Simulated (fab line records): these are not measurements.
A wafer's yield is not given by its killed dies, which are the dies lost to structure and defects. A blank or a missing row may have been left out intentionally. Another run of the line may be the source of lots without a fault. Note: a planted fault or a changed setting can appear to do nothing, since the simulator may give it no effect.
fab line records	flow sky130
record lots=5	wafers=15	last_day=50
route steps=708 shown VIA4@648 METAL5@661 PAD_OPEN@708
lots that met no fault: taken from a fault-free run of the same line
start_h: start of the lot's first displayed wafer, in hours after the record's first day	wait_h: hours from the lot's prior step to this one	" repeats the value in the row above	L1.1+2: one row covering several wafers at once	- no value, or no start was given	* or withheld: withheld	< > ~ a bound
route shown NAME@n: names a module that has steps shown in the file, with the first one's number in the route	usual: average and standard deviation across the fault-free wafers	same: alike in all rows	chamber/n: place in a boat	sites: per-site readings	_std_site: the values' standard deviation	_edge_site: the outer-site mean with the inner-site mean subtracted	radius_mm: for every site, how far away it sits from the centre of the wafer	mask NAME#n: copy n	behind: the tool/chamber that last shaped the wafer	hold: why the lot went on hold/how many hours it stayed there/how the hold came to an end	device: transistor that didn't switch, given as n, p or np	end of line: the tests these same wafers got at the end of their route	step lacking rows: just its recipe	killed: dies lost to structure and defects at the first sort, not the wafer's yield	map: shows each die of a wafer: x if killed, . if not, _ if none is there
set.NAME: the setting that was run; set.NAME@STEP: the one run at that earlier step	model.NAME: the simulator's own value behind a step, which no gauge read
a table for each step, a row for each wafer; lots at some steps of the route
services: a tool's chamber out of use, with start hour (start_h, from the record's first day; less than 0 if before it), hours out, and reason
## steps
# step SKY_VIA4_PEB_09
# recipe temp_c=withheld	time_s=*	resist=NOVOLAK
# step SKY_VIA4_DEVELOP_10
# recipe resist=NOVOLAK	developer=TMAH	develop_time_s=60	dev_temp_c=23
# step SKY_VIA4_OVL_MEAS_11
# usual VIA4_OVL=0.2/1.4
lot.wafer	tool	chamber	start_h	wait_h	VIA4_OVL[nm]
L929.3	overlay-01	-	1036.63	0.1	-0.1
L929.4	"	-	"	"	1.6
L929.5	"	-	"	"	0.4
L937.1	overlay-01	-	1084.92	0.1	-1.7
L937.4	"	-	"	"	0.3
L937.6	"	-	"	"	-0.1
L943.2	overlay-02	-	1116.02	0.1	-1.1
L943.3	"	-	"	"	-0.3
L943.4	"	-	"	"	-0.2
L947.1	overlay-02	-	1137.02	0.1	4.7
L947.2	"	-	"	"	4.7
L947.6	"	-	"	"	3.4
L948.1	overlay-02	-	1142.66	0.1	-0.9
L948.4	"	-	"	"	-2.2
L948.5	"	-	"	"	-0.1
# step SKY_VIA4_ETCH_12
# recipe target=SiO2	chemistry=C4F8/O2/Ar	stop_on=TiN	mask_material=NOVOLAK	source_w=1500	bias_w=1200	pressure_mtorr=40	c4f8_flow_sccm=withheld	O2_flow_sccm=6	Ar_flow_sccm=300	time_s=withheld	target_depth_a=5800
# usual oes_product_au=0.925/0.0042
lot.wafer	tool	chamber	start_h	wait_h	oes_product_au
L929.3	rie_diel-02	3	1036.66	0.0	0.930
L929.4	"	1	"	"	0.920
L929.5	"	2	"	"	0.925
L937.1	rie_diel-03	1	1084.95	0.0	0.928
L937.4	"	2	"	"	0.916
L937.6	"	0	"	"	0.924
L943.2	rie_diel-04	3	1116.05	0.0	0.932
L943.3	"	0	"	"	0.928
L943.4	"	1	"	"	0.925
L947.1	rie_diel-02	2	1137.06	0.0	0.920
L947.2	"	1	"	"	0.925
L947.6	"	0	"	"	0.928
L948.1	rie_diel-03	2	1142.70	0.0	0.925
L948.4	"	2	"	"	0.926
L948.5	"	1	"	"	0.925
# step SKY_VIA4_STRIP_13
# recipe chemistry=O2/N2	power_w=1400	pressure_mtorr=1500	platen_temp_c=withheld	o2_flow_sccm=3000	n2_flow_sccm=300	overash_fraction=0.5
# usual drypump_motor_current_A=5.7/0.35	n2_flow_sccm=300.1/0.83	oes_product_au=0.709/0.0044	strip_time_to_endpoint_s=12.808/0.029
lot.wafer	tool	chamber	start_h	wait_h	drypump_motor_current_A	n2_flow_sccm	oes_product_au	rf_hours_counter_h	strip_time_to_endpoint_s
L929.3	plasma_asher-04	1	1036.76	-	5.9	299.5	0.706	-	12.838
L929.4	"	0	"	"	4.8	299.7	0.706	-	12.772
L929.5	"	0	"	"	4.8	300.5	0.705	-	12.768
L937.1	plasma_asher-04	0	1085.03	-	4.8	301.0	0.710	33	12.826
L937.4	"	1	"	"	5.8	300.4	0.716	-	12.789
L937.6	"	1	"	"	5.9	300.8	0.711	-	12.807
L943.2	plasma_asher-01	1	1116.12	-	5.9	300.9	0.708	102	12.833
L943.3	"	0	"	"	5.9	299.3	0.707	-	12.778
L943.4	"	1	"	"	5.9	300.5	0.709	-	12.808
L947.1	plasma_asher-01	0	1137.13	-	5.9	300.5	0.710	104	12.802
L947.2	"	1	"	"	5.9	299.6	0.708	104	12.779
L947.6	"	0	"	"	5.9	300.2	0.709	-	12.767
L948.1	plasma_asher-01	0	1142.77	-	5.9	300.0	0.708	104	12.817
L948.4	"	1	"	"	5.9	301.5	0.706	-	12.771
L948.5	"	1	"	"	5.9	299.2	0.702	-	12.823
# step SKY_VIA4_STRIP_14
# recipe chemistry=post_etch_residue_remover	time_s=1200	temp_c=72.5
# step SKY_VIA4_CLEAN_15
# recipe chemistry=IPA	time_s=180	temp_c=25
# step SKY_VIA4_CLEAN_16
# recipe chemistry=O3/DIW	dry=n2_spin
# step SKY_VIA4_SPUTTER_17
# recipe material=TiN	target_thk_nm=20	chamber_pressure_pa=5	power_w=4000	time_s=80
# usual throttle_valve_pct=29.9/1
lot.wafer	tool	chamber	start_h	wait_h	throttle_valve_pct
L929.3	pvd_sputter-03	-	1037.33	0.0	29.5
L929.4	"	-	"	"	29.1
L929.5	"	-	"	"	29.4
L937.1	pvd_sputter-04	-	1085.66	0.0	30.1
L937.4	"	-	"	"	32.2
L937.6	"	-	"	"	32.3
L943.2	pvd_sputter-03	-	1116.72	0.0	29.4
L943.3	"	-	"	"	29.3
L943.4	"	-	"	"	29.1
L947.1	pvd_sputter-03	-	1137.82	0.0	29.7
L947.2	"	-	"	"	28.3
L947.6	"	-	"	"	28.3
L948.1	pvd_sputter-01	-	1143.41	0.0	29.7
L948.4	"	-	"	"	29.9
L948.5	"	-	"	"	30.0
# step SKY_VIA4_CVD_18
# recipe material=W	target_thk_nm=505	time_s=152.14	temp_c=400	pressure_torr=40
# usual chamber_pressure_Torr=40.01/0.075	heater_power_outer_w=510/36	heater_power_w=821/62
lot.wafer	tool	chamber	start_h	wait_h	chamber_pressure_Torr	heater_power_outer_w	heater_power_w
L929.3	cvd_w-02	1	1037.44	0.1	40.09	512	865
L929.4	"	0	"	"	40.04	524	829
L929.5	"	1	"	"	39.89	518	854
L937.1	cvd_w-02	1	1085.72	0.0	40.10	515	862
L937.4	"	1	"	"	40.10	507	877
L937.6	"	1	"	"	40.07	529	837
L943.2	cvd_w-02	0	1116.78	0.0	40.02	518	841
L943.3	"	1	"	"	40.01	500	871
L943.4	"	0	"	"	39.94	531	830
L947.1	cvd_w-02	0	1137.88	0.0	40.00	512	849
L947.2	"	1	"	"	40.15	520	882
L947.6	"	0	"	"	39.90	533	835
L948.1	cvd_w-01	1	1143.47	0.0	39.84	529	865
L948.4	"	0	"	"	40.01	445	706
L948.5	"	1	"	"	39.92	535	869
# step SKY_VIA4_RS_MEAS_19
# recipe thk_meas_gauge=four-point-probe	reads=W_of_VIA4_CVD_18+TiN_of_VIA4_SPUTTER_17
# usual VIA4_W_RS=0.2257/0.0025
lot.wafer	tool	chamber	start_h	wait_h	VIA4_W_RS[ohm/sq]
L929.3	film_metro-04	-	1037.58	0.1	0.2236
L929.4	"	-	"	"	0.2267
L929.5	"	-	"	"	0.2247
L937.1	film_metro-01	-	1085.87	0.1	0.2275
L937.4	"	-	"	"	0.2247
L937.6	"	-	"	"	0.2232
L943.2	film_metro-01	-	1116.95	0.1	0.2286
L943.3	"	-	"	"	0.2282
L943.4	"	-	"	"	0.2315
L947.1	film_metro-02	-	1138.03	0.1	0.2261
L947.2	"	-	"	"	0.2252
L947.6	"	-	"	"	0.2257
L948.1	film_metro-01	-	1143.62	0.1	0.2305
L948.4	"	-	"	"	0.2253
L948.5	"	-	"	"	0.2294
# step SKY_VIA4_THK_MEAS_20
# recipe thk_meas_gauge=xrf	reads=W_of_VIA4_CVD_18
# usual VIA4_W_THK=500/6.1
lot.wafer	tool	chamber	start_h	wait_h	VIA4_W_THK[nm]
L929.3	film_metro-04	-	1037.68	0.1	504
L929.4	"	-	"	"	500
L929.5	"	-	"	"	499
L937.1	film_metro-01	-	1085.99	0.1	498
L937.4	"	-	"	"	506
L937.6	"	-	"	"	507
L943.2	film_metro-01	-	1117.06	0.1	497
L943.3	"	-	"	"	500
L943.4	"	-	"	"	492
L947.1	film_metro-02	-	1138.15	0.1	497
L947.2	"	-	"	"	497
L947.6	"	-	"	"	496
L948.1	film_metro-01	-	1143.74	0.1	497
L948.4	"	-	"	"	505
L948.5	"	-	"	"	498
# step SKY_VIA4_CMP_21
# recipe stop_on=SiO2	t_overpolish_s=25	down_force_psi=3.5	platen_rpm=60	target_thk_nm=0	pad_velocity_m_s=0.94248
# usual motor_current_A=11.6/1.1	overpolish_run_s=25.000/0.0086	platen_rpm=60.00/0.045	time_to_endpoint_s=122/4.2
lot.wafer	tool	chamber	start_h	wait_h	motor_current_A	overpolish_run_s	platen_rpm	time_to_endpoint_s
L929.3	cmp-02	3	1037.82	0.1	11.1	25.008	59.98	117
L929.4	"	0	"	"	10.0	25.011	60.01	117
L929.5	"	1	"	"	11.4	24.994	60.05	118
L937.1	cmp-01	1	1086.05	0.1	10.5	24.998	60.10	118
L937.4	"	0	"	"	12.3	25.006	59.92	125
L937.6	"	2	"	"	13.7	24.984	59.97	121
L943.4	cmp-02	2	1117.11	0.0	12.8	25.002	60.01	123
L943.2	"	0	"	"	10.4	25.012	59.97	120
L943.3	"	1	"	"	11.0	24.985	65.94	110
L947.1	cmp-01	0	1138.21	0.1	12.8	24.996	60.10	125
L947.2	"	3	"	"	10.8	24.981	59.98	119
L947.6	"	0	"	"	12.3	24.982	60.03	123
L948.4	cmp-01	1	1143.80	0.0	10.8	24.999	60.00	121
L948.1	"	2	"	"	13.6	25.002	60.01	117
L948.5	"	1	"	"	10.0	25.010	60.01	120
# step SKY_METAL5_SPUTTER_00
# recipe material=Ti	target_thk_nm=15	power_w=3000	time_s=10	chamber_pressure_pa=0.4
# usual throttle_valve_pct=30.0/0.95
lot.wafer	tool	chamber	start_h	wait_h	throttle_valve_pct
L929.3	pvd_sputter-01	-	1038.02	0.1	30.4
L929.4	"	-	"	"	29.9
L929.5	"	-	"	"	30.1
L937.1	pvd_sputter-02	-	1086.35	0.2	29.3
L937.4	"	-	"	"	29.4
L937.6	"	-	"	"	29.8
L943.2	pvd_sputter-01	-	1117.41	0.1	29.8
L943.3	"	-	"	"	30.1
L943.4	"	-	"	"	31.5
L947.1	pvd_sputter-02	-	1138.51	0.2	31.9
L947.2	"	-	"	"	29.6
L947.6	"	-	"	"	29.5
L948.1	pvd_sputter-01	-	1144.10	0.2	31.3
L948.4	"	-	"	"	30.3
L948.5	"	-	"	"	30.3
# step SKY_PAD_OPEN_PROBE_99
# usual defect_limited_yield=82.6/1.8	killed_at_M0_to_M3=43/6.4	killed_at_M4_up=2.8/1.7	killed_at_contacts=24/5.5	killed_at_front_end=15/4	killed_at_other=0.3/0.54	killed_dies=86/9.1	killed_open=47/6.6	killed_short=39/6.2	sort_bin_3_pad_short=0.9/0.45	sort_bin_5_function=10.4/1.4	sort_bin_6_memory=6.2/1.1	sort_n_pass=406/9.1	sort_yield_pct=82.6/1.8
# same gross_dies=492	killed_at_back_side=0	sort_bin_4_leakage[%]=0	sort_bin_8_speed[%]=0
lot.wafer	tool	chamber	start_h	wait_h	defect_limited_yield[%]	killed_at_M0_to_M3	killed_at_M4_up	killed_at_contacts	killed_at_front_end	killed_at_other	killed_dies	killed_open	killed_short	sort_bin_3_pad_short[%]	sort_bin_5_function[%]	sort_bin_6_memory[%]	sort_n_pass	sort_yield_pct[%]
L929.3	prober-02	-	1105.39	0.2	80.7	51	1	22	20	1	95	60	35	0.6	10.8	7.9	397	80.7
L929.4	prober-02	-	1105.44	0.2	82.9	41	4	24	15	0	84	49	35	0.8	10.6	5.7	408	82.9
L929.5	prober-02	-	1105.49	0.2	82.7	37	2	28	17	1	85	42	43	1.8	9.8	5.7	407	82.7
L937.1	prober-02	-	1148.14	0.1	85.8	29	0	21	20	0	70	38	32	1.2	8.9	4.1	422	85.8
L937.4	prober-02	-	1148.29	0.2	80.5	48	4	28	16	0	96	61	35	0.6	12.0	6.9	396	80.5
L937.6	prober-02	-	1148.39	0.2	79.9	53	3	20	22	1	99	58	41	0.6	13.4	6.1	393	79.9
L943.2	prober-02	-	1174.80	0.1	83.3	41	3	19	19	0	82	47	35	0.6	11.0	5.1	410	83.3
L943.3	prober-02	-	1174.85	0.2	83.7	47	2	16	14	1	80	46	34	0.8	9.6	5.9	412	83.7
L943.4	prober-02	-	1174.90	0.2	82.9	41	3	27	13	0	84	48	36	0.6	10.4	6.1	408	82.9
L947.1	prober-02	-	1193.18	0.1	82.7	38	2	25	20	0	85	43	42	1.2	8.7	7.3	407	82.7
L947.2	prober-02	-	1193.23	0.1	84.6	37	4	21	14	0	76	40	36	0.4	11.2	3.9	416	84.6
L947.6	prober-02	-	1193.43	0.2	85.4	39	1	19	12	1	72	42	30	0.6	9.1	4.9	420	85.4
L948.1	prober-01	-	1197.69	0.1	82.9	39	6	25	14	0	84	41	43	1.0	9.6	6.5	408	82.9
L948.4	prober-01	-	1197.84	0.2	82.5	48	3	21	14	0	86	43	43	1.0	10.0	6.5	406	82.5
L948.5	prober-01	-	1197.89	0.2	82.3	41	1	30	15	0	87	53	34	0.8	10.4	6.5	405	82.3
# killed by level:class
L929.3 VIA1:geometric_particle:open=15 VIA2:geometric_particle:open=10 SPACER:geometric_particle:open=8 CONTACT:geometric_particle:open=8 VIA3:geometric_particle:open=8 LOCAL_INTERCONNECT:geometric_particle:short=5 METAL1:geometric_particle:short=5 POLY_CUT:geometric_particle:short=4
L929.4 VIA1:geometric_particle:open=9 VIA3:geometric_particle:open=8 CONTACT:geometric_particle:open=7 LI_CONTACT:geometric_particle:open=7 LOCAL_INTERCONNECT:geometric_particle:short=6 POLY_GATE:geometric_particle:short=5 VIA2:geometric_particle:open=5 FIELD_ISO:geometric_particle:open=4
L929.5 CONTACT:geometric_particle:open=8 CONTACT:geometric_particle:short=7 VIA1:geometric_particle:open=7 FIELD_ISO:geometric_particle:open=6 VIA3:geometric_particle:short=6 LOCAL_INTERCONNECT:geometric_particle:short=5 METAL1:geometric_particle:short=5 POLY_GATE:geometric_particle:open=4
L937.1 VIA1:geometric_particle:open=10 CONTACT:geometric_particle:open=8 POLY_GATE:geometric_particle:short=7 CONTACT:geometric_particle:short=6 FIELD_ISO:geometric_particle:short=4 POLY_GATE:geometric_particle:open=4 METAL2:geometric_particle:short=4 VIA3:geometric_particle:open=4
L937.4 VIA1:geometric_particle:open=19 CONTACT:geometric_particle:open=12 LI_CONTACT:geometric_particle:open=7 METAL1:geometric_particle:short=7 FIELD_ISO:geometric_particle:open=5 VIA3:geometric_particle:open=5 FIELD_ISO:geometric_particle:short=4 CONTACT:geometric_particle:short=4
L937.6 VIA1:geometric_particle:open=15 VIA3:geometric_particle:open=9 CONTACT:geometric_particle:open=8 VIA1:geometric_particle:short=7 FIELD_ISO:geometric_particle:open=6 FIELD_ISO:geometric_particle:short=5 LI_CONTACT:geometric_particle:open=5 METAL2:geometric_particle:short=5
L943.2 VIA2:geometric_particle:open=8 LI_CONTACT:geometric_particle:open=8 VIA1:geometric_particle:open=8 VIA3:geometric_particle:open=8 METAL3:geometric_particle:short=6 POLY_GATE:geometric_particle:short=5 POLY_GATE:geometric_particle:open=5 FIELD_ISO:geometric_particle:short=4
L943.3 VIA2:geometric_particle:open=14 VIA1:geometric_particle:open=9 LI_CONTACT:geometric_particle:short=5 METAL1:geometric_particle:short=5 VIA3:geometric_particle:open=5 FIELD_ISO:geometric_particle:open=4 POLY_GATE:geometric_particle:open=4 POLY_GATE:geometric_particle:short=3
L943.4 VIA1:geometric_particle:open=14 LI_CONTACT:geometric_particle:open=8 CONTACT:geometric_particle:open=8 CONTACT:geometric_particle:short=7 METAL2:geometric_particle:short=5 METAL3:geometric_particle:short=5 VIA2:geometric_particle:open=5 VIA3:geometric_particle:open=5
L947.1 CONTACT:geometric_particle:open=8 VIA2:geometric_particle:open=7 FIELD_ISO:geometric_particle:open=6 LI_CONTACT:geometric_particle:open=6 LOCAL_INTERCONNECT:geometric_particle:short=5 VIA1:geometric_particle:open=5 METAL3:geometric_particle:short=5 POLY_GATE:geometric_particle:short=4
L947.2 LI_CONTACT:geometric_particle:open=7 VIA1:geometric_particle:open=7 CONTACT:geometric_particle:short=6 VIA3:geometric_particle:open=6 FIELD_ISO:geometric_particle:short=5 VIA2:geometric_particle:open=5 CONTACT:geometric_particle:open=4 METAL3:geometric_particle:short=4
L947.6 VIA1:geometric_particle:open=9 VIA3:geometric_particle:open=7 LI_CONTACT:geometric_particle:open=6 METAL2:geometric_particle:short=6 CONTACT:geometric_particle:open=5 FIELD_ISO:geometric_particle:open=4 CONTACT:geometric_particle:short=4 POLY_GATE:geometric_particle:open=3
L948.1 METAL1:geometric_particle:short=11 LI_CONTACT:geometric_particle:open=7 CONTACT:geometric_particle:open=7 CONTACT:geometric_particle:short=6 FIELD_ISO:geometric_particle:open=5 VIA1:geometric_particle:open=5 METAL2:geometric_particle:short=5 VIA2:geometric_particle:short=5
L948.4 VIA1:geometric_particle:open=15 CONTACT:geometric_particle:short=8 VIA1:geometric_particle:short=7 CONTACT:geometric_particle:open=6 VIA2:geometric_particle:open=6 METAL1:geometric_particle:short=5 METAL2:geometric_particle:short=5 VIA3:geometric_particle:open=5
L948.5 CONTACT:geometric_particle:open=15 VIA1:geometric_particle:open=9 VIA2:geometric_particle:open=8 VIA3:geometric_particle:open=8 CONTACT:geometric_particle:short=5 LI_CONTACT:geometric_particle:short=4 LI_CONTACT:geometric_particle:open=4 METAL2:geometric_particle:short=4
## services
tool	chamber	start_h	hours	kind
cmp-02	-	1015.80	0.9	repair
pvd_sputter-04	-	1020.62	3.2	repair
pvd_sputter-03	-	1024.61	1.7	repair
cmp-01	-	1032.61	0.6	repair
cmp-01	-	1056.19	0.4	repair
cvd_w-02	0	1058.67	5.3	repair
cmp-01	-	1061.13	0.9	repair
rie_diel-03	0	1064.07	5.7	repair
cvd_w-02	-	1066.45	4.8	repair
cmp-01	-	1066.51	0.4	repair
plasma_asher-01	-	1073.37	6.3	repair
rie_diel-02	-	1076.84	2.8	pm
rie_diel-03	0	1088.85	3.1	repair
cmp-02	-	1090.84	4.0	pm
cmp-01	-	1094.99	4.9	pm
plasma_asher-01	-	1104.59	0.6	repair
rie_diel-03	1	1113.17	2.8	repair
rie_diel-02	3	1120.14	1.6	repair
pvd_sputter-01	-	1120.98	1.0	repair
pvd_sputter-03	-	1127.23	1.3	repair
cmp-01	-	1134.54	1.8	repair
cmp-01	-	1135.66	0.6	repair
rie_diel-03	0	1138.27	28.4	repair
cvd_w-02	0	1140.10	1.7	repair
## key
first_sign step=SKY_VIA4_CMP_21	reading=platen_rpm	direction=up	sigmas=99+	usual=60.00	struck=65.94
effect none on later readings
met_at SKY_VIA4_CMP_21
struck_wafers L943.3
onset_between 1037.82 1117.11
fault kind=process_parameter_drift	tool=cmp-02	chamber=1	onset_h=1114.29	steps=SKY_VIA4_CMP_21	channel=platen_rpm	offset=6	shape=step	end_h=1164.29	acts_in=these_recipes_only	stated=60
